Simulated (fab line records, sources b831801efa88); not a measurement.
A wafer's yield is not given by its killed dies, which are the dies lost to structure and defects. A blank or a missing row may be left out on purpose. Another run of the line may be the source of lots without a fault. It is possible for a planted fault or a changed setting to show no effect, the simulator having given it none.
Chamber matching || flow sky130 || pecvd-02 running SKY_PASSIVATION_CVD_00: 3 sister chambers
The step deposits SiO2, target thk 90 nm. 20 wafers are shown with their chamber, then 10 later ones without.

WAFERS WITH THEIR CHAMBER
{"wafer": "L074.2", "chamber": 1, "heater_power_w (W)": 876}
{"wafer": "L074.3", "chamber": 2, "heater_power_w (W)": 754}
{"wafer": "L074.6", "chamber": 1, "heater_power_w (W)": 879}
{"wafer": "L075.1", "chamber": 2, "heater_power_w (W)": 724}
{"wafer": "L075.3", "chamber": 0, "heater_power_w (W)": 586}
{"wafer": "L075.6", "chamber": 1, "heater_power_w (W)": 763}
{"wafer": "L076.4", "chamber": 2, "heater_power_w (W)": 720}
{"wafer": "L076.5", "chamber": 1, "heater_power_w (W)": 860}
{"wafer": "L076.6", "chamber": 0, "heater_power_w (W)": 585}
{"wafer": "L078.3", "chamber": 0, "heater_power_w (W)": 550}
{"wafer": "L078.4", "chamber": 1, "heater_power_w (W)": 852}
{"wafer": "L078.6", "chamber": 0, "heater_power_w (W)": 555}
{"wafer": "L080.2", "chamber": 0, "heater_power_w (W)": 604}
{"wafer": "L080.3", "chamber": 2, "heater_power_w (W)": 745}
{"wafer": "L080.5", "chamber": 0, "heater_power_w (W)": 601}
{"wafer": "L082.1", "chamber": 2, "heater_power_w (W)": 726}
{"wafer": "L082.2", "chamber": 0, "heater_power_w (W)": 545}
{"wafer": "L082.3", "chamber": 1, "heater_power_w (W)": 825}
{"wafer": "L083.2", "chamber": 1, "heater_power_w (W)": 859}
{"wafer": "L083.4", "chamber": 0, "heater_power_w (W)": 552}

SIGNATURES (averages over the wafers above)
{"reading": "heater_power_w", "chamber 0": 572.25, "chamber 1": 844.86, "chamber 2": 733.80, "scatter within a chamber": 29.4}
Rule: distance of a wafer from a chamber = root of the sum over the readings of ((wafer's reading minus chamber's mean) / reading's scatter) squared. If the next closest chamber is less than 2 further off than the closest, the wafer can't be placed; otherwise it belongs to the closest. The scatter: the root of (the sum of the squares of (reading less its chamber's mean) over the shown wafers, divided by (wafers less chambers)).

WAFERS MISSING THEIR CHAMBER
{"wafer": "L083.6", "heater_power_w (W)": 847}
{"wafer": "L087.2", "heater_power_w (W)": 559}
{"wafer": "L087.4", "heater_power_w (W)": 735}
{"wafer": "L087.6", "heater_power_w (W)": 532}
{"wafer": "L091.4", "heater_power_w (W)": 815}
{"wafer": "L091.5", "heater_power_w (W)": 644}
{"wafer": "L091.6", "heater_power_w (W)": 588}
{"wafer": "L094.3", "heater_power_w (W)": 715}
{"wafer": "L094.4", "heater_power_w (W)": 890}
{"wafer": "L094.6", "heater_power_w (W)": 613}

WHICH CHAMBER EACH WENT THROUGH
{"wafer": "L083.6", "from the rows above": 1, "in truth": 1}
{"wafer": "L087.2", "from the rows above": 0, "in truth": 0}
{"wafer": "L087.4", "from the rows above": 2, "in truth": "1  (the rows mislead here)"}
{"wafer": "L087.6", "from the rows above": 0, "in truth": 0}
{"wafer": "L091.4", "from the rows above": "can't be placed: 1 or 2", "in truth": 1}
{"wafer": "L091.5", "from the rows above": "can't be placed: 0 or 2", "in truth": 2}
{"wafer": "L091.6", "from the rows above": 0, "in truth": 0}
{"wafer": "L094.3", "from the rows above": 2, "in truth": 2}
{"wafer": "L094.4", "from the rows above": 1, "in truth": 1}
{"wafer": "L094.6", "from the rows above": 0, "in truth": 0}
Placed correctly: 7 of 10. Unplaceable from these rows: 2, with the true chamber sitting among the candidates in 2. Number placed wrongly: 1.
